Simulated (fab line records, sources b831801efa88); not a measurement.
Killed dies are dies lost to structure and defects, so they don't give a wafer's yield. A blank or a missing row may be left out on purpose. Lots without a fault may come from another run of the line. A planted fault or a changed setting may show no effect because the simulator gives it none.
Chamber matching | flow sky130 | SKY_VIA1_CMP_24 on cmp-01: 4 sister chambers
The step polishes, stops on SiO2, t overpolish 15 s, target thk 0 nm. 8 wafers are shown with their chamber, then 12 later ones without.

WAFERS WITH THEIR CHAMBER
wafer  | chamber | motor_current_A (A) | overpolish_run_s (s)
L083.4 | 3       | 11.8                | 15.012
L083.2 | 2       | 11.6                | 15.010
L083.3 | 0       | 12.4                | 14.992
L084.2 | 2       | 11.7                | 14.989
L084.4 | 3       | 11.4                | 14.973
L086.1 | 0       | 12.6                | 14.998
L086.4 | 1       | 13.2                | 15.000
L086.5 | 1       | 13.1                | 14.989

WAFERS WITHOUT THEIR CHAMBER
wafer  | motor_current_A (A) | overpolish_run_s (s)
L088.2 | 11.9                | 14.982
L088.3 | 13.2                | 15.008
L088.6 | 10.8                | 15.014
L090.2 | 11.2                | 15.015
L090.4 | 11.5                | 14.992
L090.6 | 13.5                | 14.985
L092.2 | 12.7                | 14.995
L092.4 | 11.0                | 14.988
L092.5 | 13.1                | 14.996
L097.2 | 13.1                | 14.993
L097.4 | 11.8                | 15.003
L097.5 | 10.9                | 14.991

WHICH CHAMBER EACH WENT THROUGH
wafer  | from the rows above          | in truth
L088.2 | can't be placed: 2 or 3 or 0 | 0
L088.3 | 1                            | 1
L088.6 | can't be placed: 3 or 2      | 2
L090.2 | can't be placed: 3 or 2      | 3
L090.4 | can't be placed: 3 or 2      | 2
L090.6 | 1                            | 1
L092.2 | can't be placed: 0 or 1      | 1
L092.4 | can't be placed: 3 or 2      | 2
L092.5 | 1                            | 1
L097.2 | 1                            | 1
L097.4 | can't be placed: 2 or 3      | 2
L097.5 | can't be placed: 3 or 2      | 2
Placed correctly: 4 of 12. Can't be placed from these rows: 8 (the true chamber is among the candidates in 8). Placed wrongly: 0.
How it was worked out, from the rows above alone: a wafer's distance from a chamber is the root of the sum, over the readings, of the square of ((its reading less the chamber's mean) divided by the reading's scatter). The wafer belongs to the nearest chamber; if the next one is less than 2 further off, it can't be placed. A chamber's mean is the mean of its shown wafers. The scatter: the root of (the sum of the squares of (reading less its chamber's mean) over the shown wafers, divided by (wafers less chambers)).
